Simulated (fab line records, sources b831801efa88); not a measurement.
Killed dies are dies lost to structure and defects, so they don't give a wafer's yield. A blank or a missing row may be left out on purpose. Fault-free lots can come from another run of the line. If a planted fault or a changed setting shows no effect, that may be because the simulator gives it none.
Which of the tools did it? + flow gf180mcu + 10 lots with 30 wafers sampled at 6 steps, on a route of 602 steps

== WHAT THE GAUGES SHOWED, per wafer ==
GF_TOP_METAL_RS_MEAS_05: uses a four-point probe to measure.
| lot  | measured     | on            | TOP_METAL_ALCU_RS (ohm/sq) |
|------|--------------|---------------|----------------------------|
| L495 | day 27 03:32 | film_metro-04 | 0.0329 0.0323 0.0326       |
| L501 | day 29 06:02 | film_metro-04 | 0.0328 0.0328 0.0326       |
| L502 | day 29 14:51 | film_metro-01 | 0.0325 0.0324 0.0330       |
| L503 | day 29 18:57 | film_metro-01 | 0.0331 0.0330 0.0329       |
| L504 | day 30 07:57 | film_metro-04 | 0.0319 0.0325 0.0327       |
| L505 | day 30 10:35 | film_metro-04 | 0.0316 0.0313 0.0314       |
| L506 | day 30 13:25 | film_metro-04 | 0.0325 0.0326 0.0327       |
| L507 | day 30 21:38 | film_metro-01 | 0.0310 0.0313 0.0313       |
| L515 | day 32 23:42 | film_metro-04 | 0.0325 0.0326 0.0326       |
| L518 | day 33 14:10 | film_metro-04 | 0.0329 0.0324 0.0330       |

GF_TOP_METAL_THK_MEAS_06: measures by xrf.
| lot  | measured     | on            | TOP_METAL_ALCU_THK (nm) |
|------|--------------|---------------|-------------------------|
| L495 | day 27 03:39 | film_metro-04 | 894 911 902             |
| L501 | day 29 06:08 | film_metro-04 | 891 892 901             |
| L502 | day 29 14:56 | film_metro-01 | 907 914 894             |
| L503 | day 29 19:04 | film_metro-01 | 891 890 898             |
| L504 | day 30 08:04 | film_metro-04 | 923 903 898             |
| L505 | day 30 10:43 | film_metro-04 | 936 939 938             |
| L506 | day 30 13:31 | film_metro-04 | 903 903 900             |
| L507 | day 30 21:45 | film_metro-01 | 948 938 937             |
| L515 | day 32 23:47 | film_metro-04 | 903 901 901             |
| L518 | day 33 14:17 | film_metro-04 | 891 902 889             |

== TOOL THAT RAN EACH LOT (tool first, then ch and the chambers of the sampled wafers, then the start) ==
| lot  | GF_M4_SPUTTER_03             | GF_MIM_SPUTTER_03            | GF_V5_CVD_02                    | GF_TOP_METAL_SPUTTER_02      |
|------|------------------------------|------------------------------|---------------------------------|------------------------------|
| L495 | pvd_sputter-01, day 22 07:07 | pvd_sputter-04, day 24 07:59 | pecvd-04 ch 0,2, day 26 05:32   | pvd_sputter-01, day 27 03:26 |
| L501 | pvd_sputter-02, day 24 17:43 | pvd_sputter-03, day 26 15:26 | pecvd-02 ch 0,1,2, day 28 08:56 | pvd_sputter-04, day 29 05:54 |
| L502 | pvd_sputter-02, day 25 03:31 | pvd_sputter-04, day 27 00:08 | pecvd-03 ch 0,1,2, day 28 17:30 | pvd_sputter-01, day 29 14:42 |
| L503 | pvd_sputter-02, day 25 08:14 | pvd_sputter-04, day 27 05:08 | pecvd-03 ch 1,2, day 28 21:35   | pvd_sputter-02, day 29 18:52 |
| L504 | pvd_sputter-01, day 25 23:21 | pvd_sputter-04, day 27 18:58 | pecvd-04 ch 1,2, day 29 11:14   | pvd_sputter-02, day 30 07:52 |
| L505 | pvd_sputter-01, day 26 00:55 | pvd_sputter-01, day 27 21:26 | pecvd-02 ch 0,1, day 29 13:49   | pvd_sputter-02, day 30 10:30 |
| L506 | pvd_sputter-01, day 26 03:57 | pvd_sputter-01, day 28 00:23 | pecvd-02 ch 0,2, day 29 17:09   | pvd_sputter-01, day 30 13:17 |
| L507 | pvd_sputter-01, day 26 14:09 | pvd_sputter-01, day 28 09:44 | pecvd-04 ch 0,2, day 30 01:26   | pvd_sputter-02, day 30 21:32 |
| L515 | pvd_sputter-04, day 29 00:00 | pvd_sputter-04, day 30 16:22 | pecvd-04 ch 0,2, day 32 05:02   | pvd_sputter-01, day 32 23:33 |
| L518 | pvd_sputter-02, day 29 16:00 | pvd_sputter-03, day 31 08:02 | pecvd-03 ch 0,1,2, day 32 19:41 | pvd_sputter-04, day 33 14:05 |
- GF_M4_SPUTTER_03: material Ti, target thk 10 nm, time 6.7 s.
- GF_MIM_SPUTTER_03: material Ti, target thk 10 nm, time 6.7 s.
- GF_V5_CVD_02: deposits SiO2 from TEOS, target thk 1450 nm, time 163.28 s.
- GF_TOP_METAL_SPUTTER_02: material AlCu, target thk 900 nm, time 47.82 s.

== WHAT THE TOOLS THEMSELVES READ (means of the sampled wafers that have a number; where no wafer has one, the mark that the record gives instead) ==
GF_M4_SPUTTER_03.
| lot  | tool           | chamber_pressure_pa (Pa) | throttle_valve_pct (%) |
|------|----------------|--------------------------|------------------------|
| L495 | pvd_sputter-01 | 0.3006                   | 29.5                   |
| L501 | pvd_sputter-02 | 0.3000                   | 30.1                   |
| L502 | pvd_sputter-02 | 0.3003                   | 30.8                   |
| L503 | pvd_sputter-02 | 0.2999                   | 31.1                   |
| L504 | pvd_sputter-01 | 0.2999                   | 29.7                   |
| L505 | pvd_sputter-01 | 0.3008                   | 28.9                   |
| L506 | pvd_sputter-01 | 0.3000                   | 29.5                   |
| L507 | pvd_sputter-01 | 0.2996                   | 29.3                   |
| L515 | pvd_sputter-04 | 0.3005                   | 30.4                   |
| L518 | pvd_sputter-02 | 0.3002                   | 30.7                   |

GF_MIM_SPUTTER_03.
| lot  | tool           | chamber_pressure_pa (Pa) | throttle_valve_pct (%) |
|------|----------------|--------------------------|------------------------|
| L495 | pvd_sputter-04 | 0.2999                   | 30.2                   |
| L501 | pvd_sputter-03 | 0.3005                   | 30.9                   |
| L502 | pvd_sputter-04 | 0.2998                   | 30.0                   |
| L503 | pvd_sputter-04 | 0.2997                   | 30.3                   |
| L504 | pvd_sputter-04 | 0.2998                   | 29.3                   |
| L505 | pvd_sputter-01 | 0.3004                   | 30.0                   |
| L506 | pvd_sputter-01 | 0.2996                   | 30.0                   |
| L507 | pvd_sputter-01 | 0.3006                   | 29.6                   |
| L515 | pvd_sputter-04 | 0.2999                   | 30.2                   |
| L518 | pvd_sputter-03 | 0.3000                   | 31.1                   |

GF_V5_CVD_02.
| lot  | tool     | heater_power_w (W) | rf_fwd_power_W (W) |
|------|----------|--------------------|--------------------|
| L495 | pecvd-04 | 627                | 599.4              |
| L501 | pecvd-02 | 553                | 598.6              |
| L502 | pecvd-03 | 720                | 597.7              |
| L503 | pecvd-03 | 723                | 596.6              |
| L504 | pecvd-04 | 690                | 597.7              |
| L505 | pecvd-02 | 625                | 598.3              |
| L506 | pecvd-02 | 487                | 596.9              |
| L507 | pecvd-04 | 681                | 597.2              |
| L515 | pecvd-04 | 657                | 597.7              |
| L518 | pecvd-03 | 720                | 598.4              |

GF_TOP_METAL_SPUTTER_02.
| lot  | tool           | chamber_pressure_pa (Pa) | throttle_valve_pct (%) |
|------|----------------|--------------------------|------------------------|
| L495 | pvd_sputter-01 | 0.2996                   | 29.5                   |
| L501 | pvd_sputter-04 | 0.2996                   | 29.8                   |
| L502 | pvd_sputter-01 | 0.3004                   | 29.3                   |
| L503 | pvd_sputter-02 | 0.3001                   | 30.1                   |
| L504 | pvd_sputter-02 | 0.3000                   | 30.8                   |
| L505 | pvd_sputter-02 | 0.2998                   | 30.2                   |
| L506 | pvd_sputter-01 | 0.3000                   | 28.8                   |
| L507 | pvd_sputter-02 | 0.3000                   | 31.1                   |
| L515 | pvd_sputter-01 | 0.3003                   | 29.3                   |
| L518 | pvd_sputter-04 | 0.3000                   | 30.1                   |

== THE ANSWER, worked out from the rows above alone ==
Rule: usual is defined by the lots themselves. Put in order of their means at a reading, lots are off if they are a third of the lots or fewer, leave a main group of 4 or more, and stand apart from it by a gap of 3 or more times the standard deviation of the main group's means; of several such gaps the widest counts. If all means in a main group match to the digits the tables above print for the reading, that group is not used. Also off: a lot with no number at a reading for which 4 or more lots have one. All remaining lots with rows at the step are treated as sound. First the gauges in route order, then the tools' own readings, where a lot's mean is used as printed above. At the first step where some lot is off, the reading lying furthest off is the one used; lots without a number count as furthest.
Off: at GF_TOP_METAL_RS_MEAS_05 (TOP_METAL_ALCU_RS), L505, L507. Mean 0.0327 ohm/sq and standard deviation 0.00017 in the main group.
If a tool, at a process step before that reading, ran all the lots that are off and no sound lot after the first of them, it fits. The gauges at GF_TOP_METAL_RS_MEAS_05 aren't tried: what is off there is off at GF_MIM_SPUTTER_03 too, on other tools, and a gauge's error can't cause that. One fits: pvd_sputter-02 at GF_TOP_METAL_SPUTTER_02. A fault onset in the window from L504 (day 30 07:52, its last sound lot) to L505 (day 30 10:30, its first lot off) fits.

== WHAT THE SIMULATOR HAD INSERTED ==
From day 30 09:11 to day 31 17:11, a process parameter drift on pvd_sputter-02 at GF_TOP_METAL_SPUTTER_02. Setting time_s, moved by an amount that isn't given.
Lots struck among those shown: L505, L507. The rule given above showed the same thing.
